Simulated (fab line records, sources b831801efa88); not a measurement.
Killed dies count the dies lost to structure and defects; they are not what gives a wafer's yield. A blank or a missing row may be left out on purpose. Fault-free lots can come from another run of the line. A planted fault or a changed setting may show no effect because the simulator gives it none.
fab line records	flow sky130
record: lots: 6	wafers: 17	lastDay: 50
route steps=708 shown CAP2M@620 METAL4@621 PAD_OPEN@708
lots with no fault: from the same line, run without faults
startH: the number of hours between the record's first day and the start of the first shown wafer of the lot	waitH: hours from the lot's prior step to this one	" identical to the entry in the row above	L1.1+2: several wafers, shown together as one row	- no value, or no start given	* or withheld: withheld	< > ~ a bound
route shown NAME@n: names a module that has steps shown in the file, with the first one's number in the route	usual: mean/standard deviation of fault-free wafers	same: alike in all rows	chamber/n: place in a boat	sites: the reading at each site	_std_site: standard deviation across them	_edge_site: outer sites' mean less inner sites'	radiusMm: for every site, how far away it sits from the centre of the wafer	mask NAME#n: copy n	behind: tool/chamber where the wafer was last shaped	hold: what put the lot on hold/how long, in hours/how the hold closed	device: the transistor (n, p or np) that didn't switch	end of line: the route-end tests of the same wafers	where a step has no rows: the recipe by itself	killed: dies that structure and defects cost at the first sort, which is not the same as the wafer's yield	map: the dies of a wafer, with x for killed, . for not killed, _ for no die there
set.NAME: the setting that was run; set.NAME@STEP: the one run at that earlier step	model.NAME: the simulator's own value behind a step, which no gauge read
a table for each step, a row for each wafer; lots at some steps of the route
services: a tool's chamber out of use, with start hour (startH, from the record's first day; less than 0 if before it), hours out, and reason
== steps ==
step: SKY_CAP2M_CLEAN_17
recipe: chemistry: O3/DIW	dry: n2Spin
step: SKY_METAL4_DEHYDRATE_05
recipe: tempC: 200	timeS: 60
step: SKY_METAL4_HMDS_06
recipe: primeTimeS: 60	primeTempC: 120
step: SKY_METAL4_COAT_07
recipe: resist: BARC	tempC: withheld	timeS: withheld	spinRpm: 3000	resistThkNm: 60
step: SKY_METAL4_COAT_08
recipe: resist: KrF-thick	spinRpm: 3000	resistThkNm: 1140
step: SKY_METAL4_SOFTBAKE_09
recipe: tempC: 100	timeS: 90	resist: KrF-thick
step: SKY_METAL4_EXPOSE_10
recipe: maskId: MM4	na: 0.68	sourceShape: annular	sigmaInner: 0.4	sigmaOuter: 0.8	targetCdNm: 300	doseMj: 28
step: SKY_METAL4_PEB_11
recipe: pebTempC: withheld	pebTimeS: withheld	resist: KrF-thick
step: SKY_METAL4_DEVELOP_12
recipe: developTimeS: 60	resist: KrF-thick	devTempC: 21
step: SKY_METAL4_CD_MEAS_13
recipe: targetCdNm: 300
usual: cdNm: 299.9/1.5
lot.wafer	tool	chamber	startH	waitH	cdNm
L624.4	cdSem-02	-	1043.33	-	300.9
L624.5	"	-	"	"	299.2
L624.6	"	-	"	"	300.4
L626.1	cdSem-02	-	1053.32	-	298.1
L626.5	"	-	"	"	299.7
L626.6	"	-	"	"	298.2
L631.4	cdSem-01	-	1086.23	-	301.8
L631.6	"	-	"	"	299.7
L632.2	cdSem-02	-	1091.14	-	299.9
L632.3	"	-	"	"	300.4
L632.5	"	-	"	"	298.5
L635.2	cdSem-02	-	1108.09	-	299.8
L635.5	"	-	"	"	299.0
L635.6	"	-	"	"	300.3
L636.1	cdSem-01	-	1114.50	-	302.2
L636.2	"	-	"	"	301.5
L636.3	"	-	"	"	301.8
step: SKY_METAL4_OVL_MEAS_14
usual: METAL4_OVL: 2/6.5
lot.wafer	tool	chamber	startH	waitH	METAL4_OVL[nm]
L624.4	overlay-02	-	1043.41	0.1	11
L624.5	"	-	"	"	7
L624.6	"	-	"	"	8
L626.1	overlay-02	-	1053.44	0.1	11
L626.5	"	-	"	"	5
L626.6	"	-	"	"	3
L631.4	overlay-01	-	1086.31	0.1	-5
L631.6	"	-	"	"	1
L632.2	overlay-01	-	1091.24	0.1	-3
L632.3	"	-	"	"	-5
L632.5	"	-	"	"	8
L635.2	overlay-01	-	1108.20	0.1	0
L635.5	"	-	"	"	-3
L635.6	"	-	"	"	4
L636.1	overlay-01	-	1114.62	0.1	2
L636.2	"	-	"	"	-10
L636.3	"	-	"	"	-4
step: SKY_METAL4_DESCUM_15
recipe: chemistry: O2	sourcePowerW: 150	biasPowerW: 0	pressureMtorr: 10	tempC: 40	timeS: 8
usual: chamberPressureMTorr: 10.000/0.008	drypumpMotorCurrentA: 5.8/0.49	oesProductAu: 0.997/0.0086
lot.wafer	tool	chamber	startH	waitH	chamberPressureMTorr	drypumpMotorCurrentA	oesProductAu	rfHoursCounterH
L624.4	rieMetal-01	0	1043.44	0.0	10.008	5.7	1.005	-
L624.5	"	0	"	"	9.989	5.7	1.004	-
L624.6	"	1	"	"	9.997	6.5	0.993	-
L626.1	rieMetal-04	0	1053.48	0.0	10.009	6.2	0.994	18
L626.5	"	0	"	"	10.018	6.2	0.985	-
L626.6	"	0	"	"	10.005	6.2	1.011	-
L631.4	rieMetal-04	0	1086.34	0.0	9.994	6.1	1.002	-
L631.6	"	1	"	"	9.997	5.3	0.994	-
L632.2	rieMetal-02	1	1091.27	0.0	9.993	5.4	0.988	12
L632.3	"	0	"	"	10.004	5.0	1.003	-
L632.5	"	0	"	"	10.006	5.0	0.994	-
L635.2	rieMetal-04	1	1108.23	0.0	9.984	5.3	0.982	3
L635.5	"	0	"	"	10.007	6.2	1.004	-
L635.6	"	1	"	"	10.010	5.3	0.992	-
L636.1	rieMetal-01	0	1114.66	0.0	9.996	5.7	1.009	21
L636.2	"	1	"	"	10.002	6.5	0.991	14
L636.3	"	1	"	"	9.997	6.5	0.986	-
step: SKY_METAL4_ETCH_16
recipe: chemistry: N2/H2	target: BARC	ionEnergyEv: 200	biasW: 100	pressureMtorr: 30	n2FlowSccm: 100	h2FlowSccm: 200	icpW: 500	stopOn: SiO2	timeS: 88.2	targetDepthA: 600
usual: chamberPressureMTorr: 29.997/0.029	drypumpMotorCurrentA: 5.8/0.49	h2FlowSccm: 200.0/0.66	oesProductAu: 0.626/0.0046	throttleValvePct: 13.205/0.0088
lot.wafer	tool	chamber	startH	waitH	chamberPressureMTorr	drypumpMotorCurrentA	h2FlowSccm	oesProductAu	rfHoursCounterH	throttleValvePct	model.KrF-thick_of_METAL4_COAT_08.thkNm	model.METAL4.cdNm
L624.4	rieMetal-01	0	1043.49	0.0	30.010	5.7	200.0	0.623	-	13.205	1078	300.3
L624.5	"	0	"	"	29.977	5.7	199.7	0.620	-	13.184	1077	299.6
L624.6	"	1	"	"	30.035	6.5	201.3	0.624	-	13.209	1079	299.2
L626.1	rieMetal-04	0	1053.54	0.1	29.994	6.2	200.6	0.621	18	13.203	1075	297.6
L626.5	"	0	"	"	29.963	6.2	200.7	0.622	-	13.194	1077	299.8
L626.6	"	0	"	"	30.018	6.2	200.7	0.631	-	13.231	1078	297.5
L631.4	rieMetal-04	0	1086.39	0.0	30.057	6.2	199.9	0.625	-	13.205	1078	300.8
L631.6	"	1	"	"	30.012	5.3	199.7	0.626	-	13.209	1088	303.1
L632.2	rieMetal-02	1	1091.31	0.0	30.039	5.4	200.2	0.629	12	13.209	1072	299.1
L632.3	"	0	"	"	29.988	5.0	199.6	0.618	-	13.208	1070	299.4
L632.5	"	0	"	"	29.984	5.1	199.7	0.623	-	13.205	1068	297.3
L635.2	rieMetal-04	1	1108.26	0.0	30.035	5.3	201.2	0.630	3	13.200	1074	299.8
L635.5	"	0	"	"	29.999	6.1	199.7	0.628	-	13.214	1081	302.1
L635.6	"	1	"	"	30.023	5.3	200.2	0.624	-	13.210	1087	302.8
L636.1	rieMetal-01	0	1114.69	0.0	29.952	5.7	199.4	0.625	21	13.207	1080	302
L636.2	"	1	"	"	30.014	6.6	200.3	0.628	14	13.201	1081	301.2
L636.3	"	1	"	"	29.988	6.5	200.3	0.634	-	13.216	1076	302
step: SKY_METAL4_ETCH_17
recipe: target: SiO2	stopOn: TiN	chemistry: C4F8/O2/Ar	sourceW: 1500	biasW: 1200	pressureMtorr: 40	c4f8FlowSccm: withheld	O2_flow_sccm: 6	Ar_flow_sccm: 300	timeS: 3.9	targetDepthA: 150
usual: chamberPressureMTorr: 40.00/0.035	oesProductAu: 0.756/0.0074
lot.wafer	tool	chamber	startH	waitH	chamberPressureMTorr	oesProductAu	rfHoursCounterH	model.METAL4.cdNm
L624.4	rieDiel-02	1	1043.56	0.0	40.04	0.750	12	300.4
L624.5	"	2	"	"	39.98	0.753	-	299.6
L624.6	"	3	"	"	40.00	0.754	-	299.2
L626.1	rieDiel-04	2	1053.74	0.2	39.98	0.765	8	297.6
L626.5	"	1	"	"	39.97	0.765	-	299.8
L626.6	"	2	"	"	40.00	0.775	-	297.5
L631.4	rieDiel-04	3	1086.46	0.0	40.03	0.754	14	300.8
L631.6	"	2	"	"	40.00	0.751	-	303.1
L632.2	rieDiel-02	3	1091.40	0.1	39.94	0.750	12	299.1
L632.3	"	2	"	"	39.99	0.752	26	299.4
L632.5	"	0	"	"	39.97	0.760	-	297.3
L635.2	rieDiel-04	2	1108.36	0.1	40.03	0.752	10	299.8
L635.5	"	0	"	"	40.02	0.766	-	302
L635.6	"	3	"	"	39.96	0.741	-	302.7
L636.1	rieDiel-01	2	1114.79	0.1	39.92	0.768	14	302
L636.2	"	0	"	"	39.94	0.742	7	301.1
L636.3	"	3	"	"	40.00	0.763	12	301.9
step: SKY_METAL4_METAL_ETCH_18
recipe: targetDepthA: 8450	stopOn: SiO2	overEtchFrac: 0.3	timeS: 183.1	chemistry: Cl2/BCl3	resistSidewallDeg: 88	pressureMtorr: 10	icpW: 900	biasW: 48.5	Cl2_flow_sccm: 60	bcl3FlowSccm: 30
usual: bcl3FlowSccm: 30.01/0.092	chamberPressureMTorr: 10.000/0.0084	drypumpMotorCurrentA: 5.7/0.51	oesProductAu: 0.865/0.0057	throttleValvePct: 22.264/0.0089
lot.wafer	tool	chamber	startH	waitH	bcl3FlowSccm	chamberPressureMTorr	drypumpMotorCurrentA	oesProductAu	rfHoursCounterH	throttleValvePct
L624.4	rieMetal-04	1	1043.64	0.1	29.89	10.007	5.3	0.870	-	22.264
L624.5	"	0	"	"	29.92	10.004	6.1	0.867	-	22.263
L624.6	"	1	"	"	29.88	10.019	5.3	0.872	-	22.250
L626.1	rieMetal-02	0	1053.76	0.0	30.06	9.995	5.1	0.854	15	22.274
L626.5	"	0	"	"	30.14	9.993	5.0	0.866	-	22.262
L626.6	"	1	"	"	29.93	10.007	5.4	0.866	-	22.249
L631.4	rieMetal-01	1	1086.54	0.1	29.87	9.991	6.5	0.858	-	22.265
L631.6	"	1	"	"	29.92	10.010	6.5	0.856	-	22.265
L632.2	rieMetal-04	1	1091.42	0.0	30.09	9.998	5.3	0.872	1	22.259
L632.3	"	1	"	"	29.86	9.990	5.3	0.856	-	22.260
L632.5	"	1	"	"	30.00	10.007	5.3	0.869	-	22.263
L635.2	rieMetal-02	0	1108.38	0.0	29.80	9.998	5.0	0.864	19	22.262
L635.5	"	0	"	"	30.05	9.991	5.1	0.863	-	22.265
L635.6	"	1	"	"	30.09	10.003	5.4	0.862	-	22.259
L636.1	rieMetal-02	1	1114.80	0.0	30.00	10.000	5.4	0.861	14	22.268
L636.2	"	0	"	"	30.03	10.005	5.0	0.866	20	22.274
L636.3	"	0	"	"	30.09	10.001	5.0	0.865	-	22.263
step: SKY_PAD_OPEN_PROBE_99
usual: defectLimitedYield: 82.8/2	killed_at_M0_to_M3: 42/7.3	killed_at_M4_up: 3.2/1.8	killedAtContacts: 25/5.2	killedAtFrontEnd: 15/4.6	killedAtOther: 0.3/0.62	killedDies: 85/9.9	killedOpen: 46/7.1	killedShort: 38/5.7	sort_bin_3_pad_short: 0.9/0.42	sort_bin_5_function: 10.0/1.5	sort_bin_6_memory: 6.3/1.2	sortNPass: 407/9.9	sortYieldPct: 82.8/2
same: grossDies: 492	killedAtBackSide: 0	sort_bin_4_leakage[%]: 0	sort_bin_8_speed[%]: 0
lot.wafer	tool	chamber	startH	waitH	defectLimitedYield[%]	killed_at_M0_to_M3	killed_at_M4_up	killedAtContacts	killedAtFrontEnd	killedAtOther	killedDies	killedOpen	killedShort	sort_bin_3_pad_short[%]	sort_bin_5_function[%]	sort_bin_6_memory[%]	sortNPass	sortYieldPct[%]
L624.4	prober-01	-	1132.37	0.2	85.2	42	2	14	14	1	73	35	38	0	9.8	5.1	419	85.2
L624.5	prober-01	-	1132.42	0.2	83.3	40	2	27	13	0	82	44	38	1.2	8.9	6.5	410	83.3
L624.6	prober-01	-	1132.47	0.2	87.2	31	4	19	9	0	63	30	33	1.4	7.5	3.9	429	87.2
killed by level:class
L624.4 VIA3:geometricParticle:open=7 LI_CONTACT:geometricParticle:open=5 VIA1:geometricParticle:open=5 VIA1:geometricParticle:short=5 FIELD_ISO:geometricParticle:short=4 POLY_GATE:geometricParticle:open=4 METAL1:geometricParticle:short=4 METAL2:geometricParticle:short=4
L624.5 VIA1:geometricParticle:open=9 LI_CONTACT:geometricParticle:open=8 CONTACT:geometricParticle:open=7 VIA1:geometricParticle:short=6 VIA3:geometricParticle:open=6 POLY_GATE:geometricParticle:open=5 LI_CONTACT:geometricParticle:short=5 METAL1:geometricParticle:short=5
L624.6 CONTACT:geometricParticle:open=8 VIA1:geometricParticle:open=7 METAL1:geometricParticle:short=6 VIA1:geometricParticle:short=5 POLY_GATE:geometricParticle:short=4 LI_CONTACT:geometricParticle:open=4 METAL2:geometricParticle:short=4 LOCAL_INTERCONNECT:geometricParticle:short=3
== services ==
tool	chamber	startH	hours	kind
rieDiel-04	3	1024.89	8.0	repair
rieDiel-04	1	1025.32	1.6	repair
rieDiel-02	2	1045.87	7.2	repair
rieMetal-04	1	1050.25	-	clean
rieMetal-04	1	1050.25	21.0	scheduledDown
rieMetal-04	1	1050.25	21.0	ventCycle
rieDiel-02	2	1057.39	11.7	repair
rieDiel-02	2	1091.50	-	clean
rieDiel-02	2	1091.50	16.6	scheduledDown
rieDiel-02	2	1091.50	16.6	ventCycle
rieDiel-02	0	1093.64	7.1	repair
rieDiel-02	-	1105.98	2.8	pm
rieDiel-01	1	1110.49	9.9	repair
== key ==
firstSign none at tools or gauges
modelEffect: step: SKY_METAL4_ETCH_16	value: KrF-thick_of_METAL4_COAT_08.thkNm	without: 1077	struck: 1085
modelEffect: step: SKY_METAL4_ETCH_17	value: METAL4.cdNm	without: 299.8	struck: 302.6
metAt SKY_METAL4_ETCH_16
struckWafers L631.6,L635.5,L635.6
onsetBetween 1053.54 1086.39
fault: kind: processParameterDrift	tool: rieMetal-04	chamber: -	onsetH: 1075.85	steps: SKY_METAL4_ETCH_16	channel: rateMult	offset: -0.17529	shape: step	endH: 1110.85	scope: struckWafersOnly
